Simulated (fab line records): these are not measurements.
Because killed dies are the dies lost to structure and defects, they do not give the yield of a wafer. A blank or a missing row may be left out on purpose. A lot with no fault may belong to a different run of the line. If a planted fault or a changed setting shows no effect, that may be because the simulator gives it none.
Matching of chambers + flow gf180mcu + GF_V1_CMP_04 on cmp-01 has 4 sister chambers
The step polishes SiO2. 8 wafers are shown with their chamber, then 8 later ones without.

## EACH WAFER AND ITS CHAMBER
| wafer  | chamber | motor_current_A (A) | time_to_endpoint_s (s) |
|--------|---------|---------------------|------------------------|
| L842.1 | 2       | 12.6                | 74                     |
| L847.4 | 1       | 13.4                | 74                     |
| L848.1 | 3       | 13.3                | 77                     |
| L848.4 | 1       | 13.3                | 79                     |
| L856.1 | 2       | 12.7                | 76                     |
| L856.2 | 3       | 13.2                | 74                     |
| L856.3 | 0       | 12.4                | 77                     |
| L857.2 | 0       | 12.4                | 84                     |

## WAFERS MISSING THEIR CHAMBER
| wafer  | motor_current_A (A) | time_to_endpoint_s (s) |
|--------|---------------------|------------------------|
| L857.3 | 12.1                | 76                     |
| L857.5 | 13.8                | 86                     |
| L858.2 | 13.1                | 81                     |
| L858.5 | 12.7                | 82                     |
| L858.6 | 12.9                | 85                     |
| L862.2 | 12.6                | 78                     |
| L862.3 | 12.6                | 78                     |
| L862.4 | 13.5                | 73                     |

## WHICH CHAMBER EACH WENT THROUGH
| wafer  | from the rows above     | in truth                   |
|--------|-------------------------|----------------------------|
| L857.3 | 0                       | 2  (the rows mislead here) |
| L857.5 | can't be placed: 1 or 3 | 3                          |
| L858.2 | can't be placed: 3 or 1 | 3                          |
| L858.5 | 2                       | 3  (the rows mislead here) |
| L858.6 | can't be placed: 2 or 3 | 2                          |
| L862.2 | 2                       | 2                          |
| L862.3 | 2                       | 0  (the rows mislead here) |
| L862.4 | can't be placed: 1 or 3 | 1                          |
Correctly placed: 1 of 8. Cannot be placed on the basis of these rows: 4; the candidates contain the true chamber in 4. Number placed wrongly: 3.
How it was worked out, from the rows above alone: a wafer's distance from a chamber is the root of the sum, over the readings, of the square of ((its reading less the chamber's mean) divided by the reading's scatter). The wafer belongs to the nearest chamber; if the next one is less than 2 further off, it can't be placed. The mean given for a chamber averages the wafers shown for that chamber. The scatter is the square root of a quotient: the sum, over the shown wafers, of each reading's squared deviation from its chamber's mean, divided by wafers minus chambers.
